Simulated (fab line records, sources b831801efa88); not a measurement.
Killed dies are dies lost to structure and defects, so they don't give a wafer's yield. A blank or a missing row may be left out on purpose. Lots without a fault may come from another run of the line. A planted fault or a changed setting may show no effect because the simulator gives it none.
fab line records | flow sfq_line
record lots=6 wafers=18 last_day=100
route steps=325 shown I3@144 M4@148
lots that met no fault: from a run of the same line without faults
start_h: hours from the record's first day to the start of the lot's first wafer shown | wait_h: hours since the lot's step before | " the same as in the row above | L1.1+2: a row that stands for several wafers | - no value, or no start given | * or withheld: withheld | < > ~ a bound
route shown NAME@n: a module of which the file shows steps, and the number in the route of the first | usual: mean/standard deviation of fault-free wafers | same: alike in all rows | chamber/n: place in a boat | sites: the reading at each site | _std_site: their standard deviation | _edge_site: outer sites' mean less inner sites' | radius_mm: how far each site lies from the wafer's centre | mask NAME#n: copy n | behind: the tool/chamber that last shaped the wafer | hold: why the lot was held/for how many hours/how that ended | device: the transistor (n, p or np) that didn't switch | end of line: the same wafers' tests at the end of the route | a step without rows: its recipe alone | killed: dies lost to structure and defects at the first sort, not the wafer's yield | map: a wafer's dies, x killed, . not, _ none there
set.NAME: the setting as run; set.NAME@STEP: as run at that earlier step | model.NAME: the simulator's own value behind a step, which no gauge read
lots at some steps of the route; a table a step, a row a wafer
services: from which hour (start_h, from the record's first day; less than 0 if before it) a tool's chamber was out of use, for how many hours, and why
## steps
# step SFQ_TRILAYER_I3_VIA_BARC_OPEN_VIA_ETCH_121
# recipe mask_material=PR chemistry=O2 target_depth_nm=125 target=BARC source_w=500 bias_w=80 pressure_mtorr=30 time_s=41.7
# usual drypump_motor_current_A=5.8/0.44 oes_product_au=0.685/0.0048 rf_fwd_power_W=494.5/1.9
# columns lot.wafer tool chamber start_h wait_h drypump_motor_current_A oes_product_au rf_fwd_power_W rf_hours_counter_h
L212.1 rie_diel-03 1 1239.67 0.0 6.5 0.684 494.4 9
L212.4 " 0 " " 5.4 0.689 495.0 1
L212.5 " 0 " " 5.4 0.688 499.6 -
L218.1 rie_diel-02 3 1319.11 0.0 5.5 0.686 492.5 13
L218.2 " 2 " " 6.1 0.684 496.6 5
L218.5 " 3 " " 5.5 0.681 496.6 -
L225.2 rie_diel-03 3 1368.31 0.0 5.1 0.685 494.4 8
L225.3 " 2 " " 5.5 0.691 497.7 9
L225.4 " 2 " " 5.4 0.683 495.7 -
L226.2 rie_diel-03 2 1374.31 0.0 5.5 0.678 492.8 10
L226.3 " 3 " " 5.1 0.687 493.8 9
L226.5 " 3 " " 5.1 0.684 491.7 -
L228.1 rie_diel-04 3 1381.51 0.0 5.7 0.687 494.5 9
L228.2 " 2 " " 5.6 0.682 496.8 18
L228.5 " 1 " " 6.0 0.682 496.0 -
L232.2 rie_diel-04 0 1417.61 0.0 6.2 0.686 494.3 18
L232.4 " 3 " " 5.7 0.682 495.0 10
L232.5 " 0 " " 6.2 0.686 495.2 -
# step SFQ_TRILAYER_I3_VIA_ETCH_VIA_ETCH_088
# recipe target=SiO2 stop_on=Nb mask_material=PR taper_deg=20 chemistry=CHF3 target_depth_nm=260 source_w=500 bias_w=80 pressure_mtorr=30 time_s=withheld
# usual drypump_motor_current_A=5.8/0.44 oes_product_au=0.854/0.0056 rf_fwd_power_W=498.1/1.6
# columns lot.wafer tool chamber start_h wait_h drypump_motor_current_A oes_product_au rf_fwd_power_W
L212.1 rie_diel-03 1 1239.71 0.0 6.4 0.863 499.6
L212.4 " 0 " " 5.4 0.857 495.5
L212.5 " 0 " " 5.4 0.853 498.7
L218.1 rie_diel-02 3 1319.15 0.0 5.5 0.854 498.7
L218.2 " 2 " " 6.1 0.844 497.7
L218.5 " 3 " " 5.5 0.857 495.7
L225.2 rie_diel-03 3 1368.35 0.0 5.1 0.856 495.5
L225.3 " 2 " " 5.5 0.853 497.0
L225.4 " 2 " " 5.4 0.848 500.2
L226.2 rie_diel-03 2 1374.35 0.0 5.4 0.853 499.0
L226.3 " 3 " " 5.1 0.860 497.9
L226.5 " 3 " " 5.1 0.859 496.9
L228.1 rie_diel-04 3 1381.55 0.0 5.7 0.852 499.1
L228.2 " 2 " " 5.6 0.855 499.6
L228.5 " 1 " " 6.0 0.859 499.9
L232.2 rie_diel-04 0 1417.65 0.0 6.2 0.854 498.4
L232.4 " 3 " " 5.7 0.855 499.0
L232.5 " 0 " " 6.2 0.855 495.4
# step SFQ_TRILAYER_I3_VIA_STRIP_STRIP_089
# recipe gas=O2 power_w=200 platen_temp_c=40 overash_fraction=0.65 chemistry=O2 pressure_mtorr=50
# usual drypump_motor_current_A=6.0/0.41 oes_product_au=1.004/0.0077
# same overash_fraction=0.65
# columns lot.wafer tool chamber start_h wait_h drypump_motor_current_A oes_product_au rf_hours_counter_h
L212.1 rie_metal-01 0 1239.82 - 5.8 1.004 124
L212.4 " 0 " " 5.8 1.004 -
L212.5 " 0 " " 5.8 1.009 -
L218.1 rie_metal-02 0 1319.26 - 5.6 1.003 59
L218.2 " 1 " " 6.4 1.011 94
L218.5 " 1 " " 6.3 1.008 -
L225.2 rie_metal-01 0 1368.46 - 5.9 1.013 11
L225.3 " 1 " " 5.5 1.001 -
L225.4 " 0 " " 5.8 1.008 -
L226.2 rie_metal-02 0 1374.66 - 5.6 1.005 -
L226.3 " 0 " " 5.6 1.012 -
L226.5 " 0 " " 5.6 1.012 -
L228.1 rie_metal-01 0 1381.66 - 5.8 1.007 13
L228.2 " 1 " " 5.5 1.002 100
L228.5 " 0 " " 5.8 1.007 -
L232.2 rie_metal-04 1 1417.96 - 6.1 1.008 -
L232.4 " 1 " " 6.1 1.007 -
L232.5 " 1 " " 6.1 1.009 -
# step SFQ_TRILAYER_I3_VIA_STRIP_SOLV_CLEAN_090
# recipe chemistry=NMP temp_c=70 time_s=600
# step SFQ_TRILAYER_M4_DEP_PRE_CLEAN_092
# recipe gas=Ar time_s=22.5 bias_v=250
# step SFQ_TRILAYER_M4_DEP_SPUTTER_091
# recipe material=Nb base_pressure_pa=1.33e-06 chamber_pressure_pa=0.1333 substrate_temp_c=20 resputter_cathode_voltage_v=400 target_thk_nm=200 power_w=2000 time_s=133.3
# usual throttle_valve_pct=30.0/0.82
# columns lot.wafer tool chamber start_h wait_h throttle_valve_pct
L212.1 pvd_sputter-05 - 1241.22 0.0 31.2
L212.4 " - " " 28.3
L212.5 " - " " 29.1
L218.1 pvd_sputter-03 - 1320.07 0.0 30.7
L218.2 " - " " 29.8
L218.5 " - " " 29.3
L225.2 pvd_sputter-03 - 1369.27 0.0 30.5
L225.3 " - " " 30.7
L225.4 " - " " 30.6
L226.2 pvd_sputter-05 - 1375.87 0.0 29.4
L226.3 " - " " 28.9
L226.5 " - " " 29.3
L228.1 pvd_sputter-05 - 1382.47 0.0 31.3
L228.2 " - " " 28.6
L228.5 " - " " 31.2
L232.2 pvd_sputter-03 - 1419.17 0.0 30.5
L232.4 " - " " 30.7
L232.5 " - " " 30.3
# step SFQ_M4_RS_MEAS_924
# recipe thk_meas_gauge=four-point-probe reads=Nb_of_TRILAYER_M4_DEP_SPUTTER_091
# usual M4_NB_RS=0.890/0.0079
# columns lot.wafer tool chamber start_h wait_h M4_NB_RS[ohm/sq]
L212.1 film_metro-01 - 1241.31 0.0 0.887
L212.4 " - " " 0.893
L212.5 " - " " 0.880
L218.1 film_metro-04 - 1320.16 0.0 0.889
L218.2 " - " " 0.886
L218.5 " - " " 0.881
L225.2 film_metro-04 - 1369.38 0.1 0.900
L225.3 " - " " 0.893
L225.4 " - " " 0.894
L226.2 film_metro-04 - 1375.98 0.1 0.883
L226.3 " - " " 0.879
L226.5 " - " " 0.892
L228.1 film_metro-04 - 1382.56 0.0 0.891
L228.2 " - " " 0.882
L228.5 " - " " 0.890
L232.2 film_metro-02 - 1419.28 0.1 0.891
L232.4 " - " " 0.877
L232.5 " - " " 0.891
# step SFQ_TRILAYER_M4_LITHO_COAT_098
# recipe resist=BARC spin_rpm=3000 resist_thk_nm=62
# step SFQ_TRILAYER_M4_LITHO_COAT_093
# recipe resist=KrF spin_rpm=3000 resist_thk_nm=600
# step SFQ_TRILAYER_M4_LITHO_SOFTBAKE_097
# recipe temp_c=withheld time_s=withheld resist=KrF
# step SFQ_TRILAYER_M4_LITHO_EXPOSE_094
# recipe mask_id=M4 na=0.6 source_shape=conventional sigma_outer=0.65 target_cd_nm=500 dose_mj=14.4
# step SFQ_TRILAYER_M4_LITHO_PEB_096
# recipe peb_temp_c=115 peb_time_s=60 resist=KrF
# columns lot.wafer tool chamber start_h wait_h
L212.1+4+5 litho_track-03 0 1382.38 1.0
L218.1+2+5 litho_track-03 0 1446.10 1.0
L225.2+3+4 litho_track-03 0 1491.11 0.8
L226.2+3+5 litho_track-03 0 1494.71 0.8
L228.1+2+5 litho_track-01 0 1503.42 1.0
L232.2+4+5 litho_track-01 0 1529.97 0.8
# step SFQ_TRILAYER_M4_LITHO_DEVELOP_095
# recipe time_s=60 resist=KrF
# step SFQ_M4_OVL_MEAS_926
# usual M4_OVL=-4/5.9
# columns lot.wafer tool chamber start_h wait_h M4_OVL[nm]
L212.1 overlay-02 - 1382.68 0.1 -8
L212.4 " - " " -6
L212.5 " - " " -3
L218.1 overlay-02 - 1446.40 0.1 -13
L218.2 " - " " -3
L218.5 " - " " -12
L225.2 overlay-02 - 1491.39 0.1 5
L225.3 " - " " -4
L225.4 " - " " 3
L226.2 overlay-01 - 1494.99 0.1 -5
L226.3 " - " " -4
L226.5 " - " " -9
L228.1 overlay-01 - 1503.72 0.1 8
L228.2 " - " " -4
L228.5 " - " " 6
L232.2 overlay-01 - 1530.25 0.1 -15
L232.4 " - " " -11
L232.5 " - " " -17
# step SFQ_TRILAYER_M4_BARC_OPEN_METAL_ETCH_123
# recipe mask_material=PR chemistry=O2 target_depth_nm=125 target=BARC icp_w=600 bias_w=80 pressure_mtorr=10 time_s=41.7
# usual drypump_motor_current_A=6.0/0.47 oes_product_au=0.685/0.0046 rf_fwd_power_W=593.6/3
# columns lot.wafer tool chamber start_h wait_h drypump_motor_current_A oes_product_au rf_fwd_power_W rf_hours_counter_h model.M4.cd_nm
L212.1 rie_metal-04 1 1382.71 0.0 6.1 0.681 595.3 4 498.2
L212.4 " 1 " " 6.1 0.692 598.3 - 498.6
L212.5 " 0 " " 6.7 0.686 595.3 - 499
L218.1 rie_metal-04 1 1446.44 0.0 6.1 0.690 595.5 17 497.7
L218.2 " 0 " " 6.6 0.687 593.1 114 497.4
L218.5 " 1 " " 6.1 0.685 596.2 - 498.1
L225.2 rie_metal-03 0 1491.44 0.0 6.0 0.686 593.2 - 479.2
L225.3 " 0 " " 6.0 0.680 592.5 - 480.1
L225.4 " 0 " " 6.0 0.693 594.4 - 479.5
L226.2 rie_metal-04 0 1495.02 0.0 6.7 0.689 596.1 121 478.1
L226.3 " 0 " " 6.7 0.675 591.5 - 480.1
L226.5 " 1 " " 6.1 0.687 596.0 - 480.2
L228.1 rie_metal-03 0 1503.76 0.0 6.0 0.680 593.1 42 500.7
L228.2 " 1 " " 5.3 0.687 592.1 56 502.5
L228.5 " 1 " " 5.2 0.689 593.0 - 503.6
L232.2 rie_metal-04 1 1530.28 0.0 6.1 0.684 596.6 29 499.3
L232.4 " 1 " " 6.1 0.690 595.9 - 499.2
L232.5 " 1 " " 6.1 0.685 596.1 - 497.9
# step SFQ_TRILAYER_M4_ETCH_METAL_ETCH_096
# recipe target=Nb stop_on=SiO2 mask_material=PR chemistry=Cl2/Ar target_depth_nm=240 icp_w=600 bias_w=80 pressure_mtorr=10 time_s=120
# usual drypump_motor_current_A=6.0/0.45 oes_product_au=0.893/0.0064 rf_fwd_power_W=597.0/2
# columns lot.wafer tool chamber start_h wait_h drypump_motor_current_A oes_product_au rf_fwd_power_W rf_hours_counter_h model.M4.cd_nm
L212.1 rie_metal-04 1 1382.77 0.0 6.1 0.897 599.1 4 498.4
L212.4 " 1 " " 6.1 0.895 597.4 - 498.3
L212.5 " 0 " " 6.7 0.891 597.3 - 495.7
L218.1 rie_metal-04 1 1446.50 0.0 6.1 0.891 600.2 17 497.8
L218.2 " 0 " " 6.7 0.897 597.0 114 495.7
L218.5 " 1 " " 6.1 0.906 597.1 - 497.9
L225.2 rie_metal-03 0 1491.58 0.1 6.0 0.887 598.2 - 476.4
L225.3 " 0 " " 6.0 0.894 596.7 - 478
L225.4 " 0 " " 6.0 0.892 597.5 - 476.8
L226.2 rie_metal-04 0 1495.08 0.0 6.7 0.900 596.7 121 476.8
L226.3 " 0 " " 6.7 0.893 593.2 - 478.6
L226.5 " 1 " " 6.1 0.894 597.9 - 480.4
L228.1 rie_metal-03 0 1503.82 0.0 6.0 0.897 595.0 42 498.8
L228.2 " 1 " " 5.3 0.899 593.9 56 502.9
L228.5 " 1 " " 5.2 0.895 592.6 - 504.9
L232.2 rie_metal-04 1 1530.34 0.0 6.1 0.895 598.1 29 500.5
L232.4 " 1 " " 6.1 0.897 598.7 - 500.7
L232.5 " 1 " " 6.1 0.883 596.9 - 497.9
# step SFQ_TRILAYER_M4_STRIP_STRIP_097
# recipe gas=O2 power_w=200 platen_temp_c=40 overash_fraction=0.65 chemistry=O2 pressure_mtorr=50
# usual drypump_motor_current_A=6.0/0.45 oes_product_au=1.004/0.011
# same overash_fraction=0.65
# columns lot.wafer tool chamber start_h wait_h drypump_motor_current_A oes_product_au rf_hours_counter_h
L212.1 rie_metal-04 1 1382.90 0.1 6.1 1.018 5
L212.4 " 1 " " 6.1 1.006 -
L212.5 " 0 " " 6.7 1.005 -
L218.1 rie_metal-04 1 1446.62 0.1 6.1 1.004 17
L218.2 " 0 " " 6.7 1.015 114
L218.5 " 1 " " 6.1 1.015 -
L225.2 rie_metal-03 0 1491.99 0.4 6.0 1.009 -
L225.3 " 0 " " 6.0 0.999 -
L225.4 " 0 " " 6.0 0.989 -
L226.2 rie_metal-04 0 1495.20 0.1 6.7 1.007 121
L226.3 " 0 " " 6.7 1.005 -
L226.5 " 1 " " 6.1 0.998 -
L228.1 rie_metal-03 0 1503.94 0.1 6.0 1.014 42
L228.2 " 1 " " 5.2 0.982 57
L228.5 " 1 " " 5.2 0.978 -
L232.2 rie_metal-04 1 1530.47 0.1 6.1 1.021 29
L232.4 " 1 " " 6.1 1.009 -
L232.5 " 1 " " 6.1 1.015 -
## services
# columns tool chamber start_h hours kind
pvd_sputter-03 - 1220.22 1.4 repair
rie_metal-01 1 1224.95 38.9 repair
rie_diel-04 - 1265.31 2.8 pm
rie_metal-01 - 1274.78 14.6 pm
rie_diel-04 0 1280.78 8.5 repair
rie_diel-04 - 1284.24 0.2 repair
rie_diel-04 0 1303.30 9.1 repair
rie_metal-03 - 1307.62 11.0 repair
pvd_sputter-03 - 1311.59 5.3 repair
rie_diel-03 - 1329.03 14.6 pm
rie_metal-04 - 1335.74 2.8 pm
rie_diel-04 3 1347.05 4.1 repair
rie_diel-02 - 1350.96 2.8 pm
rie_metal-03 - 1352.48 0.8 repair
rie_diel-03 1 1357.14 23.4 repair
rie_metal-03 - 1359.54 0.2 repair
rie_metal-02 - 1366.26 2.8 pm
rie_diel-03 - 1394.89 2.8 pm
rie_metal-04 0 1399.92 19.3 repair
rie_metal-01 - 1434.22 0.7 repair
rie_metal-01 - 1452.93 2.8 pm
rie_metal-03 1 1474.67 3.4 repair
rie_diel-04 3 1517.28 4.2 repair
rie_metal-03 - 1522.90 10.0 pm
## key
first_sign none at tools or gauges
model_effect step=SFQ_TRILAYER_M4_BARC_OPEN_METAL_ETCH_123 value=M4.cd_nm without=499 struck=479.5
model_effect step=SFQ_TRILAYER_M4_ETCH_METAL_ETCH_096 value=M4.cd_nm without=497.3 struck=477.8
met_at SFQ_TRILAYER_M4_LITHO_PEB_096
struck_wafers L225.2,L225.3,L225.4,L226.2,L226.3,L226.5
onset_between 1446.10 1491.11
also_fits SFQ_TRILAYER_I3_VIA_BARC_OPEN_VIA_ETCH_121:rie_diel-03,SFQ_TRILAYER_I3_VIA_ETCH_VIA_ETCH_088:rie_diel-03
fault kind=process_parameter_drift tool=litho_track-03 chamber=- onset_h=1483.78 steps=SFQ_TRILAYER_M4_LITHO_PEB_096 channel=peb_time_s offset=* shape=step end_h=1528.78 acts_in=* stated=*
